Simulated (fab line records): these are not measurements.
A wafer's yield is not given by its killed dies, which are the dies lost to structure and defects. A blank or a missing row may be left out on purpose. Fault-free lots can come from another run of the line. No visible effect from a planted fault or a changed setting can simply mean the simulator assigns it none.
Code-filled problem report in 8D (eight disciplines) form || flow sky130 || the parts of the form that need people (team, actions taken, sign-off) are left out
Where a reading is given only as a bound, like >300, the bound stands for it, and a mean or a difference that rests on one is marked > or <: the true number lies beyond.

## 1. THE ISSUE
CAPM_TIN_THK at SKY_CAPM_THK_MEAS_04 reads a mean of <0.0 nm on 6 wafers of 2 lots; wafers without a fault read 197.3 nm with a standard deviation of 2.4. That is <-82 standard deviations from the usual mean.
The step: measures by xrf.
First seen on wafer L129.4, day 40 14:27, on filmMetro-01. The record has a number at this step for 42 wafers belonging to 14 lots. Rule for "out", or "out of limits": more than 4 standard deviations from the usual mean. The rest of the wafers with a number are treated as sound.

## 2. WHAT IT IS; WHAT IT IS NOT
{"question": "which readings at this step", "is": "CAPM_TIN_THK", "is not": "-"}
{"question": "which lots", "is": "L129, L130", "is not": "L115, L116, L118, L119, L122, L123, L124, L125, L127, L128, L135, L138"}
{"question": "which wafers of those lots", "is": "all that have a number", "is not": "-"}
{"question": "read on which gauges", "is": "filmMetro-01, filmMetro-02", "is not": "filmMetro-04"}
{"question": "when", "is": "from day 40 14:27", "is not": "up to then (30 sound wafers); but 6 sound wafers of L135, L138 came after"}

## 3. THE SUSPECTS, EACH WITH WHAT RULES IT OUT
Counting: a tool stays on the suspect list if, at a process step up to the reading, it processed all lots that are out and no sound lot following the first of them.
- ruled out: the gauge at SKY_CAPM_THK_MEAS_04. Those wafers that are out were read across 2 gauges (filmMetro-01, filmMetro-02).
- rieDiel-04 at SKY_VIA2_ETCH_14 (etches BARC in N2/H2, stops on SiO2, time 45.9 s, target depth 60 nm): ruled out as a lasting fault. Sound lots L138 ran on it after its first lot that is out, L129 (day 40 12:04).
- cvdW-01 at SKY_VIA2_CVD_21 (deposits W, target thk 420 nm, time 126.4 s): ruled out as a lasting fault. Sound lots L135, L138 ran on it after its first lot that is out, L129 (day 40 13:23).
- pvdSputter-03 at SKY_CAPM_SPUTTER_02 (material TiN, target thk 200 nm, time 166.7 s): ruled out as a lasting fault. Sound lots L138 ran on it after its first lot that is out, L129 (day 40 14:11).
Left after counting: nothing in the record.

## 4. THE CAUSE (what the simulator had put in)
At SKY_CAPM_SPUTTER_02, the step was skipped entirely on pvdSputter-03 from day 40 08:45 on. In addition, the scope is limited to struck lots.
It was ruled out by counting, in error; the rule expects a fault to strike all lots run on its tool from its start on, and this fault did not.

## 5. THE CHAIN OF EFFECTS, in route order
Rows list readings where the struck wafers' mean (over those with a number) sits beyond 3 standard deviations from the usual. Only readings whose record carries a usual standard deviation are examined. hours: median over the lots of the time between each lot's start at the first step of this table that gives one and its start at this step. sigmas: the change, counted in usual standard deviations.
{"hours": 0, "step": "SKY_CAPM_THK_MEAS_04", "reading": "CAPM_TIN_THK", "usual": "197.3 nm", "on struck wafers": "<0.0", "change": "<-197.3", "sigmas": "<-82"}
{"hours": 25, "step": "SKY_CAPM_METAL_ETCH_13", "reading": "oesProductAu", "usual": "0.942 a.u.", "on struck wafers": 0.375, "change": -0.567, "sigmas": -76}
{"hours": 25, "step": "SKY_CAPM_METAL_ETCH_13", "reading": "throttleValvePct", "usual": "21.902 %", "on struck wafers": 22.264, "change": "+0.362", "sigmas": "+39"}
The process steps in it:
- SKY_CAPM_METAL_ETCH_13: etches TiN in Cl2/BCl3, stops on SiO2, target depth 220 nm, time 62.9 s.
Readings that are blank on the struck wafers while sound wafers have them: cathodeDcPowerW at SKY_CAPM_SPUTTER_02; chamberPressurePa at SKY_CAPM_SPUTTER_02; susceptorTempC at SKY_CAPM_SPUTTER_02; throttleValvePct at SKY_CAPM_SPUTTER_02; CAPM_TIN_RS at SKY_CAPM_RS_MEAS_03.

## 6. WHAT WOULD HAVE CAUGHT IT SOONER
The first out-of-limits reading at a measuring or inspecting step in this record came at day 40 14:27, 6 hours after the fault's start at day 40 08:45.
Between SKY_CAPM_SPUTTER_02 and SKY_CAPM_THK_MEAS_04, SKY_CAPM_RS_MEAS_03 gave no CAPM_TIN_RS on the struck wafers, where sound wafers have one: a measuring or inspecting step that comes back empty is itself a sign.
At SKY_CAPM_SPUTTER_02 the tool's readings are blank on the struck wafers, where sound wafers have them: an empty tool record is the first sign, and it was there at once.
